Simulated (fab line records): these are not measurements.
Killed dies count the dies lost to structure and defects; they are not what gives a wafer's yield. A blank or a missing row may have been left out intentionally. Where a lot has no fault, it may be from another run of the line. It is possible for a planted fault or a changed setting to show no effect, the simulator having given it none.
Chamber matching + flow sky130 + 4 sister chambers for SKY_LI_CONTACT_CMP_02 on cmp-02
The step polishes PSG. 22 wafers are shown with their chamber, then 11 later ones without.

## WAFERS, EACH WITH ITS CHAMBER
| wafer  | chamber | motor-current-A (A) | time-to-endpoint-s (s) |
|--------|---------|---------------------|------------------------|
| L074.3 | 1       | 13.6                | 39                     |
| L074.5 | 0       | 10.3                | 35                     |
| L074.6 | 1       | 12.7                | 41                     |
| L076.1 | 1       | 13.0                | 39                     |
| L076.2 | 0       | 10.7                | 34                     |
| L076.6 | 1       | 12.5                | 37                     |
| L077.1 | 0       | 10.3                | 32                     |
| L077.4 | 3       | 10.5                | 32                     |
| L077.5 | 3       | 10.2                | 33                     |
| L079.3 | 3       | 10.7                | 35                     |
| L079.4 | 0       | 10.7                | 35                     |
| L079.5 | 1       | 14.7                | 38                     |
| L081.3 | 3       | 10.2                | 31                     |
| L081.5 | 1       | 13.1                | 36                     |
| L081.6 | 2       | 13.4                | 34                     |
| L087.2 | 0       | 10.0                | 32                     |
| L087.3 | 1       | 13.7                | 38                     |
| L087.5 | 2       | 13.4                | 35                     |
| L088.1 | 2       | 13.0                | 33                     |
| L088.2 | 1       | 13.3                | 39                     |
| L088.4 | 0       | 10.5                | 31                     |
| L091.3 | 2       | 13.9                | 34                     |

SIGNATURES (averages over the wafers above)
| reading            | chamber 0 | chamber 1 | chamber 2 | chamber 3 | scatter within a chamber |
|--------------------|-----------|-----------|-----------|-----------|--------------------------|
| motor-current-A    | 10.417    | 13.325    | 13.425    | 10.400    | 0.488                    |
| time-to-endpoint-s | 33.17     | 38.38     | 34.00     | 32.75     | 1.52                     |
Rule: a wafer's distance from a chamber is the root of the sum, over the readings, of the square of ((its reading less the chamber's mean) divided by the reading's scatter). The wafer belongs to the nearest chamber; if the next one is less than 2 further off, it can't be placed. The scatter: the root of (the sum of the squares of (reading less its chamber's mean) over the shown wafers, divided by (wafers less chambers)).

## WAFERS WITH NO CHAMBER GIVEN
| wafer  | motor-current-A (A) | time-to-endpoint-s (s) |
|--------|---------------------|------------------------|
| L091.4 | 13.4                | 38                     |
| L091.5 | 13.6                | 36                     |
| L092.2 | 10.7                | 33                     |
| L092.4 | 14.0                | 38                     |
| L092.6 | 10.3                | 34                     |
| L095.1 | 12.9                | 35                     |
| L095.3 | 14.0                | 35                     |
| L095.5 | 14.0                | 31                     |
| L097.1 | 9.8                 | 34                     |
| L097.2 | 13.3                | 34                     |
| L097.5 | 10.5                | 32                     |

## WHICH CHAMBER EACH WENT THROUGH
| wafer  | from the rows above     | in truth                   |
|--------|-------------------------|----------------------------|
| L091.4 | 1                       | 1                          |
| L091.5 | can't be placed: 2 or 1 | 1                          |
| L092.2 | can't be placed: 0 or 3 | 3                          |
| L092.4 | can't be placed: 1 or 2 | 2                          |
| L092.6 | can't be placed: 0 or 3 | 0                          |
| L095.1 | can't be placed: 2 or 1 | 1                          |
| L095.3 | can't be placed: 2 or 1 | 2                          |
| L095.5 | 2                       | 2                          |
| L097.1 | can't be placed: 0 or 3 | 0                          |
| L097.2 | 2                       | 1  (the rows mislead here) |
| L097.5 | can't be placed: 3 or 0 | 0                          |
Correctly placed: 2 of 11. From these rows, 8 cannot be placed; in 8 the true chamber is one of the candidates. Wrongly placed: 1.
